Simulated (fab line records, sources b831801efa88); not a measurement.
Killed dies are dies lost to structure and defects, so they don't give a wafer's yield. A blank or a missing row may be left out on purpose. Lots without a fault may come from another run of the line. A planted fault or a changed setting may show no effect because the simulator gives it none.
One fault seen from 2 desks | flow gf180mcu | each desk has only its own numbers; what lay behind them comes last

THE METROLOGY DESK
What the gauges read, lot by lot, whatever tool the lot ran on: means of the sampled wafers that have a number. A lot is out of limits, marked OUT, if its mean lies more than 4 standard deviations from the usual mean; the brackets give that distance.
Columns: A = MIM_ALCU_RS at GF_MIM_RS_MEAS_10, usual 0.1601 ohm/sq; B = MIM_ALCU_THK at GF_MIM_THK_MEAS_11, usual 195.4 nm; C = V5_CVD_02_THK at GF_V5_THK_MEAS_03, usual 1451 nm
lot  | first seen here | A                 | B               | C
L861 | day 24 08:16    | 0.1605            | 193.9           | 1450
L862 | day 24 20:54    | 0.1586            | 197.5           | 1452
L870 | day 27 16:59    | 0.1605            | 195.1           | 1447
L871 | day 27 20:56    | 0.1485 (-8.3) OUT | 212.6 (+10) OUT | 1446
L872 | day 28 03:46    | 0.1488 (-8.1) OUT | 213.6 (+11) OUT | 1484
L874 | day 28 19:19    | 0.1602            | 196.0           | 1460
L879 | day 30 05:09    | 0.1610            | 193.3           | 1458
L880 | day 30 09:53    | 0.1600            | 195.7           | 1453
L881 | day 30 14:03    | 0.1600            | 197.3           | 1439
L882 | day 30 22:58    | 0.1625            | 193.7           | 1431
L884 | day 31 12:18    | 0.1587            | 196.1           | 1445
This desk's finding: out of limits on L871, L872; first on L871, day 27 20:56 (MIM_ALCU_RS at GF_MIM_RS_MEAS_10). In limits: L861, L862, L870, L874, L879, L880, L881, L882, L884.

THE TOOL OWNER'S DESK: pvd_sputter-04
The tool's own readings at GF_MIM_SPUTTER_08 (material AlCu, target thk 200 nm, time 10.6 s): means of the sampled wafers that have a number, for each lot that ran on this tool. A lot is out of limits, marked OUT, if its mean lies more than 4 standard deviations from the usual mean; the brackets give that distance.
Columns: A = throttle_valve_pct at GF_MIM_SPUTTER_08, usual 30.2 %
lot  | first seen here | A
L861 | day 24 08:13    | 30.3
L871 | day 27 20:52    | 29.6
L872 | day 28 03:40    | 29.9
This desk's finding: nothing out of limits on any of the 3 lots.

PUT TOGETHER
The metrology desk could have raised an alarm at day 27 20:56, on L871, L872.
The tool owner's desk saw nothing out of limits.
The tool owner's desk has L871, L872 on record, within its limits.
Of the lots named, all ran GF_MIM_SPUTTER_08 on pvd_sputter-04.

WHAT THE SIMULATOR HAD PUT IN
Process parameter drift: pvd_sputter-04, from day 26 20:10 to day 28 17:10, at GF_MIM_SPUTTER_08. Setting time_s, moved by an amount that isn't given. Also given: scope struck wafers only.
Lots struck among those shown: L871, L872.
Hours from the fault's start to each desk's first reading out of limits: the metrology desk, 25.
